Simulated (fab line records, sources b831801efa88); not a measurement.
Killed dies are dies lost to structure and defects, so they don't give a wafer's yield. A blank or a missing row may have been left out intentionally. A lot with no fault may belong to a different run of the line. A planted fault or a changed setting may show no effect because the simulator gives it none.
Which of the tools did it? || flow sfqLine || 41 wafers from 14 lots sampled at 5 of the route's 325 steps

## WHAT THE GAUGES READ, wafer by wafer
SFQ_I2_OVL_MEAS_918. Usual: I2_OVL gives -2 nm (standard deviation 5.5).
{"lot": "L634", "measured": "day 21 06:04", "on": "overlay-01", "I2_OVL (nm)": "1 3 3", "flag": ""}
{"lot": "L635", "measured": "day 22 07:46", "on": "overlay-02", "I2_OVL (nm)": "-3 0 -8", "flag": ""}
{"lot": "L638", "measured": "day 22 15:15", "on": "overlay-02", "I2_OVL (nm)": "-3 -2 -4", "flag": ""}
{"lot": "L639", "measured": "day 24 14:47", "on": "overlay-01", "I2_OVL (nm)": "-5 -2 0", "flag": ""}
{"lot": "L641", "measured": "day 26 22:05", "on": "overlay-01", "I2_OVL (nm)": "-5 -9 -4", "flag": ""}
{"lot": "L642", "measured": "day 27 07:22", "on": "overlay-01", "I2_OVL (nm)": "-9 -16 -13", "flag": ""}
{"lot": "L643", "measured": "day 27 19:23", "on": "overlay-01", "I2_OVL (nm)": "-8 4 -6", "flag": ""}
{"lot": "L644", "measured": "day 28 06:53", "on": "overlay-02", "I2_OVL (nm)": "-5 -9 -2", "flag": ""}
{"lot": "L645", "measured": "day 28 15:17", "on": "overlay-02", "I2_OVL (nm)": "-4 5 -3", "flag": ""}
{"lot": "L646", "measured": "day 29 00:41", "on": "overlay-01", "I2_OVL (nm)": "2 -2 -6", "flag": ""}
{"lot": "L648", "measured": "day 29 12:45", "on": "overlay-02", "I2_OVL (nm)": "-7 -7 3", "flag": ""}
{"lot": "L649", "measured": "day 29 18:46", "on": "overlay-01", "I2_OVL (nm)": "6 1 -1", "flag": ""}
{"lot": "L650", "measured": "day 30 03:10", "on": "overlay-01", "I2_OVL (nm)": "-6 -11", "flag": ""}
{"lot": "L657", "measured": "day 32 06:46", "on": "overlay-02", "I2_OVL (nm)": "8 7 -1", "flag": ""}

SFQ_M3_RS_MEAS_919: measures by four-point-probe. Usual: M3_NB_RS gives 0.890 ohm/sq (standard deviation 0.008).
{"lot": "L634", "measured": "day 21 07:20", "on": "filmMetro-03", "M3_NB_RS (ohm/sq)": "0.899 0.894 0.905", "flag": ""}
{"lot": "L635", "measured": "day 22 08:52", "on": "filmMetro-04", "M3_NB_RS (ohm/sq)": "0.881 0.875 0.883", "flag": ""}
{"lot": "L638", "measured": "day 22 16:20", "on": "filmMetro-03", "M3_NB_RS (ohm/sq)": "0.888 0.888 0.886", "flag": ""}
{"lot": "L639", "measured": "day 24 15:52", "on": "filmMetro-03", "M3_NB_RS (ohm/sq)": "0.892 0.883 0.886", "flag": ""}
{"lot": "L641", "measured": "day 26 23:10", "on": "filmMetro-02", "M3_NB_RS (ohm/sq)": "0.886 0.877 0.877", "flag": ""}
{"lot": "L642", "measured": "day 27 08:27", "on": "filmMetro-04", "M3_NB_RS (ohm/sq)": "0.893 0.892 0.898", "flag": ""}
{"lot": "L643", "measured": "day 27 20:31", "on": "filmMetro-02", "M3_NB_RS (ohm/sq)": "0.887 0.886 0.889", "flag": ""}
{"lot": "L644", "measured": "day 28 07:58", "on": "filmMetro-03", "M3_NB_RS (ohm/sq)": "0.906 0.898 0.903", "flag": ""}
{"lot": "L645", "measured": "day 28 16:35", "on": "filmMetro-03", "M3_NB_RS (ohm/sq)": "0.907 0.904 0.906", "flag": ""}
{"lot": "L646", "measured": "day 29 01:59", "on": "filmMetro-02", "M3_NB_RS (ohm/sq)": "0.901 0.901 0.905", "flag": ""}
{"lot": "L648", "measured": "day 29 13:50", "on": "filmMetro-04", "M3_NB_RS (ohm/sq)": "0.891 0.895 0.883", "flag": ""}
{"lot": "L649", "measured": "day 29 19:52", "on": "filmMetro-04", "M3_NB_RS (ohm/sq)": "0.884 0.892 0.889", "flag": ""}
{"lot": "L650", "measured": "day 30 04:19", "on": "filmMetro-04", "M3_NB_RS (ohm/sq)": "0.888 0.892", "flag": ""}
{"lot": "L657", "measured": "day 32 07:54", "on": "filmMetro-02", "M3_NB_RS (ohm/sq)": "0.889 0.890 0.889", "flag": ""}

## WHICH TOOL RAN EACH LOT (tool, then ch and the chambers of the sampled wafers, then the start)
{"lot": "L634", "SFQ_TRILAYER_I1_CMP_CMP_046": "cmp-01 ch 2,3, day 15 06:37", "SFQ_TRILAYER_I1_METRO_MEASURE_047": "filmMetro-01, day 15 09:56", "SFQ_TRILAYER_I1_VIA_ETCH_VIA_ETCH_052": "rieDiel-01 ch 1,2, day 20 16:37"}
{"lot": "L635", "SFQ_TRILAYER_I1_CMP_CMP_046": "cmp-01 ch 0,1,3, day 15 11:14", "SFQ_TRILAYER_I1_METRO_MEASURE_047": "filmMetro-01, day 15 13:10", "SFQ_TRILAYER_I1_VIA_ETCH_VIA_ETCH_052": "rieDiel-01 ch 0,1,2, day 21 00:57"}
{"lot": "L638", "SFQ_TRILAYER_I1_CMP_CMP_046": "cmp-01 ch 2,3, day 19 04:22", "SFQ_TRILAYER_I1_METRO_MEASURE_047": "filmMetro-02, day 19 07:29", "SFQ_TRILAYER_I1_VIA_ETCH_VIA_ETCH_052": "rieDiel-03 ch 0,2, day 21 22:41"}
{"lot": "L639", "SFQ_TRILAYER_I1_CMP_CMP_046": "cmp-01 ch 0,1,2, day 19 07:52", "SFQ_TRILAYER_I1_METRO_MEASURE_047": "filmMetro-04, day 19 10:29", "SFQ_TRILAYER_I1_VIA_ETCH_VIA_ETCH_052": "rieDiel-01 ch 0,1, day 23 23:16"}
{"lot": "L641", "SFQ_TRILAYER_I1_CMP_CMP_046": "cmp-02 ch 0,1,2, day 19 19:53", "SFQ_TRILAYER_I1_METRO_MEASURE_047": "filmMetro-04, day 19 21:30", "SFQ_TRILAYER_I1_VIA_ETCH_VIA_ETCH_052": "rieDiel-02 ch 0,1,3, day 26 09:00"}
{"lot": "L642", "SFQ_TRILAYER_I1_CMP_CMP_046": "cmp-02 ch 1,2,3, day 20 03:23", "SFQ_TRILAYER_I1_METRO_MEASURE_047": "filmMetro-04, day 20 06:30", "SFQ_TRILAYER_I1_VIA_ETCH_VIA_ETCH_052": "rieDiel-01 ch 0,1,2, day 26 19:54"}
{"lot": "L643", "SFQ_TRILAYER_I1_CMP_CMP_046": "cmp-02 ch 0,1,2, day 20 13:23", "SFQ_TRILAYER_I1_METRO_MEASURE_047": "filmMetro-04, day 20 16:06", "SFQ_TRILAYER_I1_VIA_ETCH_VIA_ETCH_052": "rieDiel-01 ch 0,2,3, day 27 06:42"}
{"lot": "L644", "SFQ_TRILAYER_I1_CMP_CMP_046": "cmp-02 ch 1,2,3, day 20 16:23", "SFQ_TRILAYER_I1_METRO_MEASURE_047": "filmMetro-04, day 20 18:30", "SFQ_TRILAYER_I1_VIA_ETCH_VIA_ETCH_052": "rieDiel-03 ch 0,1, day 27 09:06"}
{"lot": "L645", "SFQ_TRILAYER_I1_CMP_CMP_046": "cmp-02 ch 0,1,2, day 21 00:34", "SFQ_TRILAYER_I1_METRO_MEASURE_047": "filmMetro-01, day 21 03:53", "SFQ_TRILAYER_I1_VIA_ETCH_VIA_ETCH_052": "rieDiel-02 ch 1,2,3, day 27 17:30"}
{"lot": "L646", "SFQ_TRILAYER_I1_CMP_CMP_046": "cmp-02 ch 1,2, day 21 13:15", "SFQ_TRILAYER_I1_METRO_MEASURE_047": "filmMetro-04, day 21 15:52", "SFQ_TRILAYER_I1_VIA_ETCH_VIA_ETCH_052": "rieDiel-03 ch 2,3, day 27 22:25"}
{"lot": "L648", "SFQ_TRILAYER_I1_CMP_CMP_046": "cmp-02 ch 1,2,3, day 22 04:03", "SFQ_TRILAYER_I1_METRO_MEASURE_047": "filmMetro-01, day 22 06:40", "SFQ_TRILAYER_I1_VIA_ETCH_VIA_ETCH_052": "rieDiel-02 ch 1,2,3, day 28 16:33"}
{"lot": "L649", "SFQ_TRILAYER_I1_CMP_CMP_046": "cmp-02 ch 1,2,3, day 22 11:34", "SFQ_TRILAYER_I1_METRO_MEASURE_047": "filmMetro-02, day 22 14:05", "SFQ_TRILAYER_I1_VIA_ETCH_VIA_ETCH_052": "rieDiel-02 ch 0,2, day 28 23:45"}
{"lot": "L650", "SFQ_TRILAYER_I1_CMP_CMP_046": "cmp-02 ch 0,3, day 22 22:10", "SFQ_TRILAYER_I1_METRO_MEASURE_047": "filmMetro-02, day 23 00:05", "SFQ_TRILAYER_I1_VIA_ETCH_VIA_ETCH_052": "rieDiel-02 ch 0,1, day 29 11:21"}
{"lot": "L657", "SFQ_TRILAYER_I1_CMP_CMP_046": "cmp-01 ch 1,2,3, day 24 15:35", "SFQ_TRILAYER_I1_METRO_MEASURE_047": "filmMetro-04, day 24 17:49", "SFQ_TRILAYER_I1_VIA_ETCH_VIA_ETCH_052": "rieDiel-01 ch 0,2,3, day 31 02:54"}
- SFQ_TRILAYER_I1_CMP_CMP_046: polishes SiO2.
- SFQ_TRILAYER_I1_METRO_MEASURE_047
- SFQ_TRILAYER_I1_VIA_ETCH_VIA_ETCH_052: etches SiO2 in CHF3, stops on Nb, target depth 260 nm.

## AS READ BY THE TOOLS THEMSELVES (means over the sampled wafers that have a number; for cases with no such wafer, the mark the record gives instead)
SFQ_TRILAYER_I1_CMP_CMP_046. Usual: motorCurrentA 10.7 A, standard deviation 0.64; timeToEndpointS 215 s, standard deviation 6.6.
{"lot": "L634", "tool": "cmp-01", "motorCurrentA (A)": 10.7, "timeToEndpointS (s)": 217, "flag": ""}
{"lot": "L635", "tool": "cmp-01", "motorCurrentA (A)": 10.9, "timeToEndpointS (s)": 210, "flag": ""}
{"lot": "L638", "tool": "cmp-01", "motorCurrentA (A)": 10.7, "timeToEndpointS (s)": 207, "flag": ""}
{"lot": "L639", "tool": "cmp-01", "motorCurrentA (A)": 10.7, "timeToEndpointS (s)": 226, "flag": ""}
{"lot": "L641", "tool": "cmp-02", "motorCurrentA (A)": 10.7, "timeToEndpointS (s)": 216, "flag": ""}
{"lot": "L642", "tool": "cmp-02", "motorCurrentA (A)": 11.2, "timeToEndpointS (s)": 225, "flag": ""}
{"lot": "L643", "tool": "cmp-02", "motorCurrentA (A)": 10.3, "timeToEndpointS (s)": 213, "flag": ""}
{"lot": "L644", "tool": "cmp-02", "motorCurrentA (A)": 11.1, "timeToEndpointS (s)": 215, "flag": ""}
{"lot": "L645", "tool": "cmp-02", "motorCurrentA (A)": 10.2, "timeToEndpointS (s)": 210, "flag": ""}
{"lot": "L646", "tool": "cmp-02", "motorCurrentA (A)": 10.6, "timeToEndpointS (s)": 210, "flag": ""}
{"lot": "L648", "tool": "cmp-02", "motorCurrentA (A)": 11.1, "timeToEndpointS (s)": 209, "flag": ""}
{"lot": "L649", "tool": "cmp-02", "motorCurrentA (A)": 10.9, "timeToEndpointS (s)": 217, "flag": ""}
{"lot": "L650", "tool": "cmp-02", "motorCurrentA (A)": 10.2, "timeToEndpointS (s)": 210, "flag": ""}
{"lot": "L657", "tool": "cmp-01", "motorCurrentA (A)": 10.5, "timeToEndpointS (s)": 218, "flag": ""}

SFQ_TRILAYER_I1_METRO_MEASURE_047. Usual: thkNm 200.1 nm, standard deviation 0.89.
{"lot": "L634", "tool": "filmMetro-01", "thkNm (nm)": 199.0, "flag": ""}
{"lot": "L635", "tool": "filmMetro-01", "thkNm (nm)": 199.3, "flag": ""}
{"lot": "L638", "tool": "filmMetro-02", "thkNm (nm)": 200.6, "flag": ""}
{"lot": "L639", "tool": "filmMetro-04", "thkNm (nm)": 199.9, "flag": ""}
{"lot": "L641", "tool": "filmMetro-04", "thkNm (nm)": 201.0, "flag": ""}
{"lot": "L642", "tool": "filmMetro-04", "thkNm (nm)": 200.4, "flag": ""}
{"lot": "L643", "tool": "filmMetro-04", "thkNm (nm)": 201.4, "flag": ""}
{"lot": "L644", "tool": "filmMetro-04", "thkNm (nm)": 199.7, "flag": ""}
{"lot": "L645", "tool": "filmMetro-01", "thkNm (nm)": 200.3, "flag": ""}
{"lot": "L646", "tool": "filmMetro-04", "thkNm (nm)": 201.7, "flag": ""}
{"lot": "L648", "tool": "filmMetro-01", "thkNm (nm)": 200.7, "flag": ""}
{"lot": "L649", "tool": "filmMetro-02", "thkNm (nm)": 204.8, "flag": "OFF"}
{"lot": "L650", "tool": "filmMetro-02", "thkNm (nm)": 207.1, "flag": "OFF"}
{"lot": "L657", "tool": "filmMetro-04", "thkNm (nm)": 200.8, "flag": ""}

SFQ_TRILAYER_I1_VIA_ETCH_VIA_ETCH_052. Usual: drypumpMotorCurrentA 5.7 A, standard deviation 0.42; oesProductAu 0.855 a.u., standard deviation 0.0056.
{"lot": "L634", "tool": "rieDiel-01", "drypumpMotorCurrentA (A)": 5.8, "oesProductAu (a.u.)": 0.855, "flag": ""}
{"lot": "L635", "tool": "rieDiel-01", "drypumpMotorCurrentA (A)": 5.7, "oesProductAu (a.u.)": 0.852, "flag": ""}
{"lot": "L638", "tool": "rieDiel-03", "drypumpMotorCurrentA (A)": 5.7, "oesProductAu (a.u.)": 0.855, "flag": ""}
{"lot": "L639", "tool": "rieDiel-01", "drypumpMotorCurrentA (A)": 5.8, "oesProductAu (a.u.)": 0.853, "flag": ""}
{"lot": "L641", "tool": "rieDiel-02", "drypumpMotorCurrentA (A)": 5.6, "oesProductAu (a.u.)": 0.861, "flag": ""}
{"lot": "L642", "tool": "rieDiel-01", "drypumpMotorCurrentA (A)": 5.8, "oesProductAu (a.u.)": 0.856, "flag": ""}
{"lot": "L643", "tool": "rieDiel-01", "drypumpMotorCurrentA (A)": 5.5, "oesProductAu (a.u.)": 0.860, "flag": ""}
{"lot": "L644", "tool": "rieDiel-03", "drypumpMotorCurrentA (A)": 6.1, "oesProductAu (a.u.)": 0.848, "flag": ""}
{"lot": "L645", "tool": "rieDiel-02", "drypumpMotorCurrentA (A)": 5.3, "oesProductAu (a.u.)": 0.856, "flag": ""}
{"lot": "L646", "tool": "rieDiel-03", "drypumpMotorCurrentA (A)": 5.6, "oesProductAu (a.u.)": 0.857, "flag": ""}
{"lot": "L648", "tool": "rieDiel-02", "drypumpMotorCurrentA (A)": 5.3, "oesProductAu (a.u.)": 0.857, "flag": ""}
{"lot": "L649", "tool": "rieDiel-02", "drypumpMotorCurrentA (A)": 5.9, "oesProductAu (a.u.)": 0.865, "flag": ""}
{"lot": "L650", "tool": "rieDiel-02", "drypumpMotorCurrentA (A)": 5.8, "oesProductAu (a.u.)": 0.875, "flag": "OFF"}
{"lot": "L657", "tool": "rieDiel-01", "drypumpMotorCurrentA (A)": 5.5, "oesProductAu (a.u.)": 0.858, "flag": ""}

## THE ANSWER, worked out from the rows above alone
Rule: a lot counts as off when the mean over its wafers that have a number is more than 3 standard deviations away from the usual mean. A lot without any number at a reading at which 4 lots or more have one is off too. The other lots that the step has rows for count as sound. The gauges are gone through in route order, then the tools' own readings, and for those a lot's mean is taken as printed above. The first step at which some lot is off is used, and at that step the reading that is off furthest; a lot without a number counts as furthest.
Off: L649, L650 (SFQ_TRILAYER_I1_METRO_MEASURE_047, thkNm).
If a tool, at that step or one of the process steps before it, ran each lot that is off and ran no sound lot following the first of them, it fits. Can't be told from this: 2 tools fit, cmp-02 at SFQ_TRILAYER_I1_CMP_CMP_046, filmMetro-02 at SFQ_TRILAYER_I1_METRO_MEASURE_047.

## WHAT HAD BEEN PUT IN BY THE SIMULATOR
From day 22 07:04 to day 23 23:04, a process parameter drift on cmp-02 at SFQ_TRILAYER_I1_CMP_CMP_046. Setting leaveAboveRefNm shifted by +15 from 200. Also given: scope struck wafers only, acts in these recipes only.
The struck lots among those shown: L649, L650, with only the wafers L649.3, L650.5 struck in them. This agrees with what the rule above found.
